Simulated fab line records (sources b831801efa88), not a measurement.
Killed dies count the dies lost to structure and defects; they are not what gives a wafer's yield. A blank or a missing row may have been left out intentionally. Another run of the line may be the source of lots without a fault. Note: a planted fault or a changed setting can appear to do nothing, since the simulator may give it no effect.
A lot that was struck, set against a sound lot    flow sky130    22 steps out of a route of 708
Sound: these wafers, L975.1, L975.4, L975.5. Wafers struck: L991.3, L991.4, L991.6. The cause comes at the end.
At each step with rows: each side's tool, then ch and its chambers, then its first start. Under that, the readings that differ: sound wafers    struck wafers    difference of the means    sigmas: that difference in standard deviations of wafers without a fault.
alike: a reading whose means differ by less than 2 such deviations, as well as words and numbers matching on both sides. not compared: withheld readings; readings where some wafer has no value; bounds like >300 that might hide an equal value; numbers whose values overlap and for which the record gives no deviation.
A row with sigmas, a row that says differs or no value, or rows on one side alone: a step with any of these is where the two part. Numbers that don't overlap but have no deviation are shown without sigmas and don't part them. A reading missing from all wafers of one side parts the sides only when that side holds two or more wafers.

first, 2 steps without rows for these wafers: SKY_RES_PROTECT_DEVELOP_06 (develop time 60 s); SKY_POLY_GATE_IMPLANT_02.
SKY_RES_PROTECT_STRIP_07: strips in O2/N2.
  sound on plasmaAsher-04 ch 0,1, day 15 05:37; struck on plasmaAsher-03 ch 0,1, day 21 03:32
  alike: drypumpMotorCurrentA, n2FlowSccm, oesProductAu, stripTimeToEndpointS
  not compared: rfHoursCounterH
SKY_RES_PROTECT_TW_MEAS_08:
  struck on filmMetro-04, day 21 03:38; sound on filmMetro-01, day 15 05:43
reading       sound           struck          difference  sigmas
POLY_GATE_TW  4047 4032 4047  4086 4085 4115  +53         +3
then, 2 steps without rows for these wafers: SKY_RES_PROTECT_CLEAN_09 (cleans in SC1/SC2, time 150 s); SKY_POLY_GATE_CVD_03 (deposits Si3N4 from DCS/NH3, target thk 75 nm, time 1290 s).
SKY_POLY_GATE_THK_MEAS_04:
  struck on filmMetro-03, day 21 05:23; sound on filmMetro-04, day 15 08:17
  alike: POLY_GATE_CVD_03_THK
then, 5 steps without rows for these wafers: SKY_POLY_GATE_DEHYDRATE_05 (time 60 s); SKY_POLY_GATE_HMDS_06 (prime time 60 s); SKY_POLY_GATE_COAT_07 (resist thk 108.9 nm); SKY_POLY_GATE_COAT_08 (resist thk 450 nm); SKY_POLY_GATE_SOFTBAKE_09 (time 90 s).
SKY_POLY_GATE_EXPOSE_10: exposes mask P1M, target cd 150 nm.
  sound on krfScanner-01 ch 0, day 15 22:13; struck on krfScanner-01 ch 0, day 21 20:56
reading  sound              struck                      difference  sigmas
mask     P1M#0 P1M#0 P1M#0  P1M_R1#0 P1M_R1#0 P1M_R1#0  differs     
  alike: reticleTempC
then, 2 steps without rows for these wafers: SKY_POLY_GATE_PEB_11; SKY_POLY_GATE_DEVELOP_12 (develop time 60 s).
SKY_POLY_GATE_CD_MEAS_13: target cd 150 nm.
  struck on cdSem-01, day 22 11:48; sound on cdSem-01, day 16 12:13
reading    sound              struck             difference  sigmas
cdNm (nm)  153.1 152.4 152.6  163.1 163.6 162.3  +10.3       +8
SKY_POLY_GATE_OVL_MEAS_14:
  struck on overlay-02, day 22 11:54; sound on overlay-02, day 16 12:20
  alike: POLY_GATE_OVL
SKY_POLY_GATE_ETCH_15: etches BARC in N2/H2, stops on SiO2, time 118.5 s, target depth 110 nm.
  sound on rieDiel-02 ch 2,3, day 16 12:22; struck on rieDiel-01 ch 1,3, day 22 11:55
reading                    sound              struck             difference  sigmas
model.POLY_GATE.cdNm (nm)  151.7 149.1 150.3  166.3 160.5 165.8  +13.8       
  alike: drypumpMotorCurrentA, n2FlowSccm, oesProductAu, throttleValvePct
  not compared: rfHoursCounterH
SKY_POLY_GATE_ETCH_16: etches Si3N4 in CH3F/O2, stops on poly-Si, time 152.6 s, target depth 75 nm.
  sound on rieDiel-02 ch 2,3, day 16 12:27; struck on rieDiel-01 ch 1,3, day 22 12:00
  alike: drypumpMotorCurrentA, oesProductAu, throttleValvePct
  not compared: rfHoursCounterH
SKY_POLY_GATE_ETCH_17: etches poly-Si in HBr/Cl2, stops on SiO2, target depth 180 nm, time 70.5 s.
  sound on rieSi-01 ch 1,2,3, day 16 12:33; struck on rieSi-02 ch 0,1,3, day 22 12:06
reading                    sound              struck             difference  sigmas
model.POLY_GATE.cdNm (nm)  151.9 148.4 148.8  166.8 160.5 163.9  +14.0       
  alike: drypumpMotorCurrentA, oesProductAu, throttleValvePct
  not compared: rfHoursCounterH
SKY_POLY_GATE_STRIP_18: strips in O2/N2.
  sound on plasmaAsher-04 ch 0,1, day 16 12:37; struck on plasmaAsher-03 ch 0,1, day 22 12:11
  alike: drypumpMotorCurrentA, n2FlowSccm, oesProductAu, stripTimeToEndpointS
  not compared: rfHoursCounterH
-- the record jumps here: 27 days lie between the struck wafers' starts before and after (it left off in module POLY_GATE and takes up again in module PAD_OPEN, whose first step shown is number 708 of the route) --
SKY_PAD_OPEN_PROBE_99:
  struck on prober-01, day 49 17:23; sound on prober-02, day 45 19:49
reading                                  sound              struck             difference  sigmas
model.etest.pfet_01v8.rOnOhmUm           2901 2842 2885     3137 3126 3229     +288        
model.etest.resPoly.lineOhmUm            500.8 516.6 522.4  442.4 474.3 466.8  -52.1       
model.etest.nfet_01v8.rOnOhmUm           848.7 823.5 839    908.2 903.8 908.5  +69.8       
model.etest.sonosUncharged.rOnOhmUm      788.5 785 788      816 816.8 827.2    +33         
model.etest.nfet_01v8_lvt.driveUaUm      560.6 577.9 566.7  519.4 534.1 528.8  -41.0       
model.etest.nfet_01v8_swapped.driveUaUm  496.8 502.4 497    454.2 464.2 459.3  -39.5       
model.etest.nfet_01v8_turned.driveUaUm   492.9 509.1 490.5  454.9 463.8 459.8  -38.0       
model.etest.nfet_01v8.driveUaUm          494 503.5 497      452 460 458.1      -41         
  alike: killed_at_M0_to_M3, killed_at_M4_up, killedAtContacts, killedAtFrontEnd, killedAtOther, killedDies, killedOpen, killedShort

== WHERE THEY PART ==
At SKY_RES_PROTECT_TW_MEAS_08 first; at SKY_POLY_GATE_CD_MEAS_13 last (within this record only). Later steps at which nothing parts them and some readings are alike: SKY_POLY_GATE_OVL_MEAS_14, SKY_POLY_GATE_ETCH_15, SKY_POLY_GATE_ETCH_16, SKY_POLY_GATE_ETCH_17, SKY_POLY_GATE_STRIP_18, SKY_PAD_OPEN_PROBE_99.

WHY: whatever the simulator had introduced
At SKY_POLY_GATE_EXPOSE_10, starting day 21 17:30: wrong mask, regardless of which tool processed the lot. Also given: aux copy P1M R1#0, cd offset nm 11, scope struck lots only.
